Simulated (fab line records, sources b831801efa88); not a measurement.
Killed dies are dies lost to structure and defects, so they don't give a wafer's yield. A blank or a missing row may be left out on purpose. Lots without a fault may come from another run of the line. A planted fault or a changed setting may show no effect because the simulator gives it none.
One fault seen from 2 desks | flow gf180mcu | each desk has only its own numbers; what lay behind them comes last

THE METROLOGY DESK
What the gauges read, lot by lot, whatever tool the lot ran on: means of the sampled wafers that have a number. A lot is out of limits, marked OUT, if its mean lies more than 4 standard deviations from the usual mean; the brackets give that distance.
Columns: A = NWELL_TW at GF_NWELL_TW_MEAS_11, usual 1590; B = VT_IMPLANT_OVL at GF_VT_IMPLANT_OVL_MEAS_07, usual 0.4 nm; C = NWELL_RS at GF_VT_IMPLANT_RS_MEAS_47, usual 486.9 ohm/sq; D = HV_LDD_CVD_56_THK at GF_HV_LDD_THK_MEAS_57, usual 90.2 nm
lot  | first seen here | A               | B    | C               | D
L370 | day 3 07:32     | 1570            | 1.6  | 487.6           | 90.5
L371 | day 3 15:32     | 1596            | 0.6  | 487.7           | 89.4
L373 | day 3 23:59     | 1604            | 2.1  | 485.1           | 89.5
L372 | day 4 00:08     | 1583            | -0.7 | 487.9           | 89.9
L374 | day 4 04:12     | 1594            | -0.1 | 487.9           | 88.4
L375 | day 4 09:04     | 1592            | -0.3 | 487.7           | 89.5
L381 | day 5 22:15     | 1540 (-4.5) OUT | 0.9  | 524.7 (+32) OUT | 91.5
L383 | day 6 07:54     | 1539 (-4.6) OUT | 0.4  | 524.1 (+31) OUT | 89.6
L385 | day 6 15:52     | 1537 (-4.8) OUT | 1.2  | 521.3 (+29) OUT | 90.6
L389 | day 7 13:32     | 1593            | -0.8 | 487.0           | 91.3
L390 | day 7 21:26     | 1597            | -0.9 | 486.0           | 90.9
L391 | day 8 02:11     | 1597            | 1.3  | 487.0           | 90.7
This desk's finding: out of limits on L381, L383, L385; first on L381, day 5 22:15 (NWELL_TW at GF_NWELL_TW_MEAS_11). In limits: L370, L371, L373, L372, L374, L375, L389, L390, L391.

THE TOOL OWNER'S DESK: implanter-04
The tool's own readings at GF_NWELL_IMPLANT_08: means of the sampled wafers that have a number, for each lot that ran on this tool. A lot is out of limits, marked OUT, if its mean lies more than 4 standard deviations from the usual mean; the brackets give that distance.
Columns: A = beam_on_s at GF_NWELL_IMPLANT_08, usual 10.02 s; B = faraday_current_uA at GF_NWELL_IMPLANT_08, usual 84.4
lot  | first seen here | A               | B
L370 | day 3 07:08     | 10.07           | 84.2
L371 | day 3 15:10     | 10.14           | 83.8
L372 | day 3 23:44     | 10.02           | 84.4
L374 | day 4 03:50     | 9.93            | 84.9
L381 | day 5 21:53     | 8.67 (-7.1) OUT | 99.2 (+9.2) OUT
L383 | day 6 07:32     | 9.01 (-5.3) OUT | 94.9 (+6.6) OUT
L385 | day 6 15:31     | 8.92 (-5.8) OUT | 97.2 (+8.0) OUT
This desk's finding: out of limits on L381, L383, L385; first on L381, day 5 21:53 (beam_on_s at GF_NWELL_IMPLANT_08). In limits: L370, L371, L372, L374.

PUT TOGETHER
The tool owner's desk could have raised an alarm at day 5 21:53, on L381, L383, L385.
The metrology desk could have raised an alarm at day 5 22:15, on L381, L383, L385.
Of the lots named, all ran GF_NWELL_IMPLANT_08 on implanter-04.

WHAT THE SIMULATOR HAD PUT IN
Process parameter drift: implanter-04, from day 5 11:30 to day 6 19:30, at GF_NWELL_IMPLANT_08. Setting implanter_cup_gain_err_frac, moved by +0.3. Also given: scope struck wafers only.
Lots struck among those shown: L381, L383, L385.
Hours from the fault's start to each desk's first reading out of limits: the tool owner's desk, 10; the metrology desk, 11.
